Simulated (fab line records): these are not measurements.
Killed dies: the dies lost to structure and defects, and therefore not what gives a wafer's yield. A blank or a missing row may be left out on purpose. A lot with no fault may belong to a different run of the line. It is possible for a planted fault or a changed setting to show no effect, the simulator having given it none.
fab line records	flow gf180mcu
[record] lots = 13	wafers = 39	lastDay = 34
route steps=602 shown MVPSD@86 M3@413 MIM@511 V5@558
lots with no fault: from the same line, run without faults
startH: start of the lot's first displayed wafer, in hours after the record's first day	waitH: hours from the lot's prior step to this one	" as in the row above	L1.1+2: one row covering several wafers at once	- value missing, or start not given	* or withheld: withheld	< > ~ a bound
route shown NAME@n: a module of which the file shows steps, and the number in the route of the first	usual: mean/standard deviation taken from wafers without a fault	same: alike in all rows	chamber/n: place in a boat	sites: each site's reading	_std_site: standard deviation of those values	_edge_site: mean of outer sites minus mean of inner sites	radiusMm: how far each site lies from the wafer's centre	mask NAME#n: copy n	behind: tool/chamber where the wafer was last shaped	hold: the reason the lot was held/the length of the hold in hours/how it ended	device: the transistor (n, p or np) that didn't switch	end of line: the same wafers' tests at the end of the route	a step without rows: its recipe alone	killed: dies that structure and defects cost at the first sort, which is not the same as the wafer's yield	map: dies across one wafer; x = killed, . = not, _ = none there
set.NAME: the setting the step ran with; set.NAME@STEP: the setting that earlier step ran with	model.NAME: the simulator's own value behind a step, which no gauge read
the route's steps for a sample of lots (tables are steps, rows are wafers)
services: a tool's chamber out of use, with start hour (startH, from the record's first day; less than 0 if before it), hours out, and reason
[[steps]]
[step GF_MVPSD_IMPLANT_08]
[recipe] species = B	energyKev = 170	doseCm2 = 1.5e+13	tiltDeg = 0
lot.wafer	tool	chamber	startH	waitH
L215.2+4+6	implanter-01	0	96.37	0.0
L216.2+3+5	implanter-02	0	100.08	0.0
L216.2+3+5	implanter-02	0	100.40	0.3
L217.3+4+6	implanter-02	0	110.31	0.1
L218.2+4+6	implanter-04	0	114.07	0.0
L219.1+2+6	implanter-02	0	121.71	0.0
L219.1+2+6	implanter-02	0	122.02	0.3
L224.1+2+6	implanter-04	0	156.72	0.0
L229.1+2+6	implanter-01	0	181.16	0.0
L230.2+3+4	implanter-01	0	192.14	0.0
L233.3+4+6	implanter-04	0	205.41	0.1
L235.3+4+5	implanter-04	0	215.19	0.1
L236.3+5+6	implanter-01	0	219.86	0.1
L237.2+4+6	implanter-04	0	225.43	0.0
L238.2+3+6	implanter-04	0	233.01	0.0
[step GF_MVPSD_TW_MEAS_11]
[usual] MVPSD_TW = 551/3.2
lot.wafer	tool	chamber	startH	waitH	MVPSD_TW
L215.2	filmMetro-03	-	96.75	0.1	557
L215.4	"	-	"	"	559
L215.6	"	-	"	"	556
L216.2	filmMetro-04	-	100.79	0.1	664
L216.3	"	-	"	"	662
L216.5	"	-	"	"	662
L217.3	filmMetro-04	-	110.68	0.1	548
L217.4	"	-	"	"	552
L217.6	"	-	"	"	553
L218.2	filmMetro-04	-	114.45	0.1	550
L218.4	"	-	"	"	551
L218.6	"	-	"	"	550
L219.1	filmMetro-01	-	122.42	0.1	665
L219.2	"	-	"	"	665
L219.6	"	-	"	"	663
L224.1	filmMetro-01	-	157.12	0.1	550
L224.2	"	-	"	"	548
L224.6	"	-	"	"	548
L229.1	filmMetro-01	-	181.56	0.1	550
L229.2	"	-	"	"	546
L229.6	"	-	"	"	546
L230.2	filmMetro-01	-	192.52	0.1	546
L230.3	"	-	"	"	549
L230.4	"	-	"	"	548
L233.3	filmMetro-01	-	205.78	0.1	548
L233.4	"	-	"	"	547
L233.6	"	-	"	"	550
L235.3	filmMetro-03	-	215.56	0.1	554
L235.4	"	-	"	"	552
L235.5	"	-	"	"	551
L236.3	filmMetro-03	-	220.23	0.1	554
L236.5	"	-	"	"	554
L236.6	"	-	"	"	556
L237.2	filmMetro-03	-	225.82	0.1	554
L237.4	"	-	"	"	551
L237.6	"	-	"	"	554
L238.2	filmMetro-04	-	233.40	0.1	549
L238.3	"	-	"	"	553
L238.6	"	-	"	"	549
[step GF_VT_IMPLANT_RS_MEAS_49]
[recipe] thkMeasGauge = four-point-probe
[usual] MVPSD_RS = 1169.0/2.4
lot.wafer	tool	chamber	startH	waitH	MVPSD_RS[ohm/sq]
L215.2	filmMetro-01	-	159.09	0.1	1169.1
L215.4	"	-	"	"	1168.1
L215.6	"	-	"	"	1171.2
L216.2	filmMetro-01	-	162.76	0.1	826.1
L216.3	"	-	"	"	827.4
L216.5	"	-	"	"	824.9
L217.3	filmMetro-01	-	174.21	0.1	1169.1
L217.4	"	-	"	"	1166.5
L217.6	"	-	"	"	1171.1
L218.2	filmMetro-04	-	178.14	0.1	1168.0
L218.4	"	-	"	"	1168.2
L218.6	"	-	"	"	1170.6
L219.1	filmMetro-01	-	185.58	0.1	823.9
L219.2	"	-	"	"	825.0
L219.6	"	-	"	"	824.0
L224.1	filmMetro-03	-	223.37	0.1	1167.7
L224.2	"	-	"	"	1167.9
L224.6	"	-	"	"	1168.8
L229.1	filmMetro-04	-	251.83	0.1	1170.4
L229.2	"	-	"	"	1166.6
L229.6	"	-	"	"	1163.6
L230.2	filmMetro-01	-	265.99	0.1	1169.6
L230.3	"	-	"	"	1171.4
L230.4	"	-	"	"	1171.4
L233.3	filmMetro-01	-	280.96	0.1	1173.0
L233.4	"	-	"	"	1171.6
L233.6	"	-	"	"	1172.4
L235.3	filmMetro-03	-	291.18	0.1	1169.6
L235.4	"	-	"	"	1171.7
L235.5	"	-	"	"	1168.5
L236.3	filmMetro-01	-	295.87	0.1	1169.5
L236.5	"	-	"	"	1167.8
L236.6	"	-	"	"	1169.9
L237.2	filmMetro-04	-	302.94	0.1	1169.6
L237.4	"	-	"	"	1168.3
L237.6	"	-	"	"	1171.7
L238.2	filmMetro-01	-	311.02	0.1	1165.0
L238.3	"	-	"	"	1169.7
L238.6	"	-	"	"	1164.5
[step GF_M3_SPUTTER_04]
[recipe] material = TiN	targetThkNm = 50	powerW = 6500	timeS = 41.7	chamberPressurePa = 0.4
[usual] throttleValvePct = 30.1/1.2
lot.wafer	tool	chamber	startH	waitH	throttleValvePct
L215.2	pvdSputter-01	-	467.40	0.0	28.1
L215.4	"	-	"	"	30.5
L215.6	"	-	"	"	29.0
L216.2	pvdSputter-02	-	472.11	0.0	31.8
L216.3	"	-	"	"	29.9
L216.5	"	-	"	"	31.7
L217.3	pvdSputter-01	-	486.54	0.0	29.1
L217.4	"	-	"	"	28.0
L217.6	"	-	"	"	30.2
L218.2	pvdSputter-02	-	498.08	0.0	31.1
L218.4	"	-	"	"	31.7
L218.6	"	-	"	"	31.3
L219.1	pvdSputter-04	-	504.32	0.0	28.8
L219.2	"	-	"	"	30.0
L219.6	"	-	"	"	30.1
L224.1	pvdSputter-01	-	557.19	0.0	30.2
L224.2	"	-	"	"	27.8
L224.6	"	-	"	"	28.8
L229.1	pvdSputter-01	-	585.30	0.0	30.2
L229.2	"	-	"	"	30.2
L229.6	"	-	"	"	29.1
L230.2	pvdSputter-01	-	595.33	0.0	27.9
L230.3	"	-	"	"	30.1
L230.4	"	-	"	"	29.0
L233.3	pvdSputter-04	-	614.59	0.0	28.8
L233.4	"	-	"	"	29.8
L233.6	"	-	"	"	30.1
L235.3	pvdSputter-04	-	625.83	0.0	29.6
L235.4	"	-	"	"	31.0
L235.5	"	-	"	"	30.1
L236.3	pvdSputter-04	-	630.94	0.0	30.0
L236.5	"	-	"	"	30.6
L236.6	"	-	"	"	29.1
L237.2	pvdSputter-04	-	638.59	0.0	28.7
L237.4	"	-	"	"	30.1
L237.6	"	-	"	"	31.0
L238.2	pvdSputter-01	-	649.44	0.0	30.5
L238.3	"	-	"	"	27.6
L238.6	"	-	"	"	30.4
[step GF_MIM_SPUTTER_08]
[recipe] material = AlCu	targetThkNm = 200	powerW = 10600	timeS = 10.6	chamberPressurePa = 0.4
[usual] throttleValvePct = 29.9/1
lot.wafer	tool	chamber	startH	waitH	throttleValvePct
L215.2	pvdSputter-04	-	565.72	0.0	30.0
L215.4	"	-	"	"	30.0
L215.6	"	-	"	"	30.9
L216.2	pvdSputter-04	-	570.91	0.0	28.7
L216.3	"	-	"	"	29.9
L216.5	"	-	"	"	30.8
L217.3	pvdSputter-04	-	583.36	0.0	29.7
L217.4	"	-	"	"	30.2
L217.6	"	-	"	"	29.9
L218.2	pvdSputter-02	-	594.42	0.0	29.9
L218.4	"	-	"	"	31.8
L218.6	"	-	"	"	31.7
L219.1	pvdSputter-01	-	599.65	0.0	30.1
L219.2	"	-	"	"	28.0
L219.6	"	-	"	"	28.9
L224.1	pvdSputter-02	-	647.29	0.0	29.9
L224.2	"	-	"	"	31.8
L224.6	"	-	"	"	30.1
L229.1	pvdSputter-04	-	673.39	0.0	30.1
L229.2	"	-	"	"	28.6
L229.6	"	-	"	"	30.7
L230.2	pvdSputter-04	-	681.74	0.0	30.7
L230.3	"	-	"	"	29.9
L230.4	"	-	"	"	28.9
L233.3	pvdSputter-01	-	698.64	0.0	28.0
L233.4	"	-	"	"	30.2
L233.6	"	-	"	"	27.9
L235.3	pvdSputter-04	-	709.45	0.0	30.0
L235.4	"	-	"	"	28.5
L235.5	"	-	"	"	31.0
L236.3	pvdSputter-04	-	714.43	0.0	29.8
L236.5	"	-	"	"	28.8
L236.6	"	-	"	"	30.1
L237.2	pvdSputter-02	-	720.73	0.0	29.8
L237.4	"	-	"	"	31.5
L237.6	"	-	"	"	30.1
L238.2	pvdSputter-04	-	730.71	0.0	28.8
L238.3	"	-	"	"	30.1
L238.6	"	-	"	"	28.5
[step GF_V5_STRIP_18]
[recipe] chemistry = O2/N2	powerW = 1400	pressureMtorr = 1500	platenTempC = 250	o2FlowSccm = 3000	n2FlowSccm = 300	overashFraction = 0.5
[usual] drypumpMotorCurrentA = 5.9/0.35	heaterPowerW = 330/18	oesProductAu = 0.568/0.0049
lot.wafer	tool	chamber	startH	waitH	drypumpMotorCurrentA	heaterPowerW	oesProductAu	rfHoursCounterH
L215.2	plasmaAsher-02	1	630.35	-	6.1	340	0.564	101
L215.4	"	1	"	"	6.0	355	0.560	-
L215.6	"	1	"	"	6.1	344	0.566	-
L216.2	plasmaAsher-02	0	635.55	-	6.1	327	0.566	102
L216.3	"	1	"	"	6.1	343	0.569	-
L216.5	"	0	"	"	6.1	339	0.568	-
L217.3	plasmaAsher-04	0	646.09	-	5.2	309	0.572	-
L217.4	"	1	"	"	6.2	343	0.577	-
L217.6	"	0	"	"	5.2	311	0.574	-
L218.2	plasmaAsher-02	0	656.76	-	6.1	341	0.559	103
L218.4	"	1	"	"	6.0	350	0.577	-
L218.6	"	1	"	"	6.0	343	0.569	-
L219.1	plasmaAsher-02	1	661.85	-	6.1	341	0.565	103
L219.2	"	0	"	"	6.1	339	0.562	103
L219.6	"	0	"	"	6.1	333	0.563	-
L224.1	plasmaAsher-01	1	705.70	-	6.3	283	0.556	96
L224.2	"	0	"	"	5.6	327	0.563	96
L224.6	"	0	"	"	5.6	326	0.566	-
L229.1	plasmaAsher-02	0	730.51	-	6.1	340	0.566	110
L229.2	"	1	"	"	6.1	347	0.561	110
L229.6	"	1	"	"	6.1	344	0.567	-
L230.2	plasmaAsher-04	0	738.10	-	5.1	311	0.569	31
L230.3	"	0	"	"	5.2	314	0.566	-
L230.4	"	1	"	"	6.2	353	0.569	-
L233.3	plasmaAsher-02	1	753.04	-	6.1	337	0.566	-
L233.4	"	0	"	"	6.1	319	0.569	-
L233.6	"	1	"	"	6.0	336	0.560	-
L235.3	plasmaAsher-02	1	762.71	-	6.0	343	0.563	-
L235.4	"	0	"	"	6.1	323	0.570	-
L235.5	"	0	"	"	6.1	323	0.575	-
L236.3	plasmaAsher-04	0	768.21	-	5.2	311	0.576	-
L236.5	"	0	"	"	5.2	309	0.566	-
L236.6	"	1	"	"	6.2	348	0.574	-
L237.2	plasmaAsher-02	1	773.28	-	6.1	341	0.562	3
L237.4	"	1	"	"	6.0	328	0.572	-
L237.6	"	0	"	"	6.1	307	0.574	-
L238.2	plasmaAsher-02	0	782.26	-	6.1	318	0.565	4
L238.3	"	1	"	"	6.0	333	0.566	-
L238.6	"	0	"	"	6.1	319	0.566	-
[[services]]
tool	chamber	startH	hours	kind
implanter-04	-	73.94	2.2	repair
implanter-04	-	80.73	3.1	repair
implanter-02	-	111.76	3.0	pm
pvdSputter-02	-	123.43	5.1	repair
implanter-04	-	149.71	2.7	pm
pvdSputter-02	-	226.85	1.9	repair
implanter-02	-	254.64	2.4	repair
implanter-04	-	257.40	4.4	repair
implanter-04	-	288.82	1.1	repair
implanter-04	-	356.72	82.5	pm
pvdSputter-01	-	450.64	0.9	repair
pvdSputter-04	-	465.95	21.9	repair
pvdSputter-04	-	477.51	10.6	repair
plasmaAsher-02	-	506.20	0.6	repair
plasmaAsher-02	-	579.97	2.8	pm
pvdSputter-01	-	585.84	1.5	repair
pvdSputter-04	-	593.31	0.8	repair
plasmaAsher-02	-	637.00	14.6	pm
implanter-04	-	638.71	5.4	pm
plasmaAsher-02	-	733.75	9.0	pm
pvdSputter-01	-	735.16	1.3	repair
pvdSputter-04	-	742.29	3.3	repair
implanter-04	-	743.18	2.7	repair
implanter-04	-	765.19	3.9	repair
[[key]]
[firstSign] step = GF_MVPSD_IMPLANT_08	reading = visit	direction = added
[effect] step = GF_MVPSD_TW_MEAS_11	reading = MVPSD_TW	direction = up	sigmas = 35	usual = 551	struck = 663
[effect] step = GF_VT_IMPLANT_RS_MEAS_49	reading = MVPSD_RS	direction = down	sigmas = 99+	usual = 1169.0	struck = 825.2
metAt GF_MVPSD_IMPLANT_08
struckLots L216,L219
testerLeftOut L216,L219
notActingAt GF_M3_SPUTTER_04,GF_MIM_SPUTTER_08,GF_V5_STRIP_18
[fault] kind = repeatedStepWhole	tool = implanter-01,implanter-02,implanter-04	chamber = -	onsetH = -	steps = GF_MVPSD_IMPLANT_08	times = 1	scope = struckLotsOnly
// testerLeftOut: of these lots the tester's yield and bins aren't shown, on N5 and GAA mostly nor the transistor test; their killed dies are dies lost to structure and defects alone, not to doping, threshold or leakage, so they don't give the yield
